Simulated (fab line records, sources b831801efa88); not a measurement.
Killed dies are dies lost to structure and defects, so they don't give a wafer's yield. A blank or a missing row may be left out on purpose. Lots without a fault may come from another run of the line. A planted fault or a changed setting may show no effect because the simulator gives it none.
A struck lot beside a sound one | flow sky130 | 15 steps out of a route of 708
Sound: wafers L716.1, L716.2, L716.5. Struck: wafer L720.6. (L720.4 of the same lot was not struck and is left out.) The cause comes at the end.
At each step with rows: each side's tool, then ch and its chambers, then its first start. Under that, the readings that differ: sound wafers | struck wafers | difference of the means | sigmas: that difference in standard deviations of wafers without a fault.
alike: readings whose means differ by less than 2 such deviations, and words and numbers that are the same on both sides. not compared: withheld readings, readings that some wafer has no value for, bounds like >300 that may hide the same value, and numbers for which the record gives no deviation and whose values overlap.
The two part at a step that has a row with sigmas, a row that says differs or no value, or rows on one side only. Numbers that don't overlap but have no deviation are shown without sigmas and don't part them. A reading that every wafer of one side lacks parts them only if that side has two wafers or more.

SKY_SD_N_OVL_MEAS_08:
  sound on overlay-01, day 29 12:30; struck on overlay-01, day 30 07:49
  alike: SD_N_OVL
then, 2 steps without rows for these wafers: SKY_SD_N_IMPLANT_09; SKY_SD_N_IMPLANT_10.
SKY_SD_N_STRIP_11: strips in O2/N2.
  sound on plasma_asher-01 ch 0,1, day 29 12:50; struck on plasma_asher-04 ch 0, day 30 08:10
  alike: chamber_pressure_mTorr, drypump_motor_current_A, oes_product_au, strip_time_to_endpoint_s
  not compared: rf_hours_counter_h
SKY_SD_N_TW_MEAS_12:
  sound on film_metro-02, day 29 12:56; struck on film_metro-04, day 30 08:16
  alike: SD_N_TW
then, 1 step without rows for these wafers: SKY_SD_N_CLEAN_13 (cleans in SC1/SC2, time 150 s).
SKY_SD_N_RTA_14: time 2 s.
  sound on rtp_anneal-02 ch 0, day 29 13:03; struck on rtp_anneal-01 ch 0, day 30 08:22
  alike: lamp_power_pct, ramp_down_c_per_s, wafer_temp_C_max
SKY_SD_N_RS_MEAS_16: measures by four-point-probe.
  sound on film_metro-01, day 29 13:13; struck on film_metro-02, day 30 08:35
  reading          | sound             | struck | difference | sigmas
  SD_N_RS (ohm/sq) | 68.56 68.30 68.41 | 68.74  | +0.32      | +2
SKY_SD_N_RS_MEAS_17: measures by four-point-probe.
  sound on film_metro-01, day 29 13:20; struck on film_metro-02, day 30 08:42
  alike: SD_P_RS
SKY_SD_N_RS_MEAS_18: measures by four-point-probe.
  sound on film_metro-01, day 29 13:28; struck on film_metro-02, day 30 08:49
  alike: RES_XHIGH_RS
then, 1 step without rows for these wafers: SKY_SALICIDE_CLEAN_00 (cleans in HF-last, time 30 s).
SKY_LI_CONTACT_HDPCVD_00: deposits PSG, target thk 930 nm, time 155 s.
  sound on hdpcvd-01 ch 1,2, day 29 13:36; struck on hdpcvd-02 ch 0, day 30 08:57
  reading                                       | sound             | struck | difference | sigmas
  run_length_s (s)                              | 183.2 182.5 183.1 | 174.4  | -8.5       | -11
  model.PSG_of_LI_CONTACT_HDPCVD_00.thk_nm (nm) | 922.1 933.3 939.6 | 887.1  | -44.6      |
  not compared: susceptor_temp_C
SKY_LI_CONTACT_THK_MEAS_01:
  sound on film_metro-04, day 29 13:42; struck on film_metro-01, day 30 09:02
  reading                    | sound       | struck | difference | sigmas
  LI_CONTACT_HDPCVD_THK (nm) | 922 933 940 | 888    | -44        | -4
SKY_LI_CONTACT_CMP_02: polishes PSG.
  sound on cmp-01 ch 0,1,3, day 29 13:46; struck on cmp-01 ch 1, day 30 09:10
  alike: motor_current_A
-- the record jumps here: 17 days lie between the struck wafers' starts before and after (it left off in module LI_CONTACT and takes up again in module PAD_OPEN, whose first step shown is number 708 of the route) --
SKY_PAD_OPEN_PROBE_99:
  the record has rows for the struck wafers here (prober-01, day 47 12:08) and none for the sound ones

WHERE THEY PART
First at SKY_SD_N_RS_MEAS_16; last, within this record, at SKY_PAD_OPEN_PROBE_99.

WHY: what the simulator had put in
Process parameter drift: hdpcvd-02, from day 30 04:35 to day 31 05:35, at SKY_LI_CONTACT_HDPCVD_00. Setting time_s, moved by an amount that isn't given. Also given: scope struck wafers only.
